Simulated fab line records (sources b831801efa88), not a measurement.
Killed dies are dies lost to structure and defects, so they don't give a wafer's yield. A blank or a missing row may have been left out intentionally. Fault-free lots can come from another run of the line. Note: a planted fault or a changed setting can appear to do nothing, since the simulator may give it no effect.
A struck lot beside a sound one -- flow sky130 -- 20 out of 708 route steps
Sound: wafers L871.2, L871.3, L871.5. Wafers L886.1, L886.2, L886.6 were the ones struck. The cause is named last.
Per side, at each step with rows, come the tool, then ch with its chambers, and then its first start. Under that, the readings that differ: sound wafers -- struck wafers -- difference of the means -- sigmas: that difference in standard deviations of wafers without a fault.
alike: a reading whose means differ by less than 2 such deviations, as well as words and numbers matching on both sides. not compared: withheld readings; readings where some wafer has no value; bounds like >300 that might hide an equal value; numbers whose values overlap and for which the record gives no deviation.
The two part at a step that has a row with sigmas, a row that says differs or no value, or rows on one side only. Numbers that don't overlap but have no deviation are shown without sigmas and don't part them. A reading that every wafer of one side lacks parts them only if that side has two wafers or more.

first, 4 steps without rows for these wafers: SKY_METAL2_STRIP_21 (strips in post etch residue remover, time 1200 s); SKY_METAL2_CLEAN_22 (cleans in IPA, time 180 s); SKY_METAL2_CLEAN_23 (cleans in O3/DIW); SKY_VIA2_HDPCVD_00 (deposits SiO2, target thk 1180 nm, time 196.7 s).
SKY_VIA2_THK_MEAS_01:
  struck on film-metro-03, day 40 23:07; sound on film-metro-01, day 37 02:47
  alike: VIA2_HDPCVD_THK
SKY_VIA2_CMP_02: polishes SiO2.
  sound on cmp-01 ch 0,2,3, day 37 02:56; struck on cmp-02 ch 0,2,3, day 40 23:13
  alike: motor-current-A, slurry-filter-dp-kPa
SKY_VIA2_BOW_MEAS_03:
  struck on film-metro-01, day 40 23:28; sound on film-metro-04, day 37 03:09
  alike: VIA2_BOW
then, 5 steps without rows for these wafers: SKY_VIA2_DEHYDRATE_04 (time 60 s); SKY_VIA2_HMDS_05 (prime time 60 s); SKY_VIA2_COAT_06 (resist thk 60 nm); SKY_VIA2_COAT_07 (resist thk 450 nm); SKY_VIA2_SOFTBAKE_08 (time 90 s).
SKY_VIA2_EXPOSE_09: exposes mask VIM2, target cd 200 nm.
  sound on krf-scanner-01 ch 0, day 37 16:35; struck on krf-scanner-01 ch 0, day 41 12:35
reading,sound,struck,difference,sigmas
exposure-dose-mJ-cm2,37.91 37.95 37.97,37.02 37.01 37.03,-0.92,-5
  alike: mask
then, 2 steps without rows for these wafers: SKY_VIA2_PEB_10; SKY_VIA2_DEVELOP_11 (develop time 60 s).
SKY_VIA2_CD_MEAS_12: the cd target is 200 nm.
  struck on cd-sem-01, day 42 01:00; sound on cd-sem-02, day 38 05:56
reading,sound,struck,difference,sigmas
cd-nm (nm),201.0 200.4 200.8,195.6 195.2 196.2,-5.1,-5
  not compared: hold
SKY_VIA2_OVL_MEAS_13:
  struck on overlay-01, day 42 14:37; sound on overlay-02, day 38 06:02
reading,sound,struck,difference,sigmas
hold,- - -,await-dispo/13.5h/release await-dispo/13.5h/release await-dispo/13.5h/release,no value on the sound wafers,
  alike: VIA2_OVL
SKY_VIA2_ETCH_14: etches BARC in N2/H2, stops on SiO2, time 45.9 s, target depth 60 nm.
  sound on rie-diel-02 ch 1,2,3, day 38 06:04; struck on rie-diel-02 ch 1,2,3, day 42 14:39
reading,sound,struck,difference,sigmas
model.VIA2.cd-nm (nm),200.2 200.2 200.1,195.2 194.4 194.6,-5.4,
  alike: bias-w, drypump-motor-current-A, oes-product-au, throttle-valve-pct
  not compared: rf-hours-counter-h
SKY_VIA2_ETCH_15: etches SiO2 in C4F8/O2/Ar, stops on TiN, target depth 546 nm, time 84 s.
  sound on rie-diel-02 ch 1,2,3, day 38 06:07; struck on rie-diel-02 ch 1,2,3, day 42 14:41
  alike: bias-w, oes-product-au
-- the record jumps here: 8 days lie between the struck wafers' starts before and after (it left off in module VIA2 and takes up again in module PAD_OPEN, whose first step shown is number 708 of the route) --
SKY_PAD_OPEN_PROBE_99:
  the record has rows for the struck wafers here (prober-01, day 50 12:27) and none for the sound ones

## WHERE THEY PART
At SKY_VIA2_EXPOSE_09 first; at SKY_PAD_OPEN_PROBE_99 last (within this record only).

WHY: what the simulator had put in
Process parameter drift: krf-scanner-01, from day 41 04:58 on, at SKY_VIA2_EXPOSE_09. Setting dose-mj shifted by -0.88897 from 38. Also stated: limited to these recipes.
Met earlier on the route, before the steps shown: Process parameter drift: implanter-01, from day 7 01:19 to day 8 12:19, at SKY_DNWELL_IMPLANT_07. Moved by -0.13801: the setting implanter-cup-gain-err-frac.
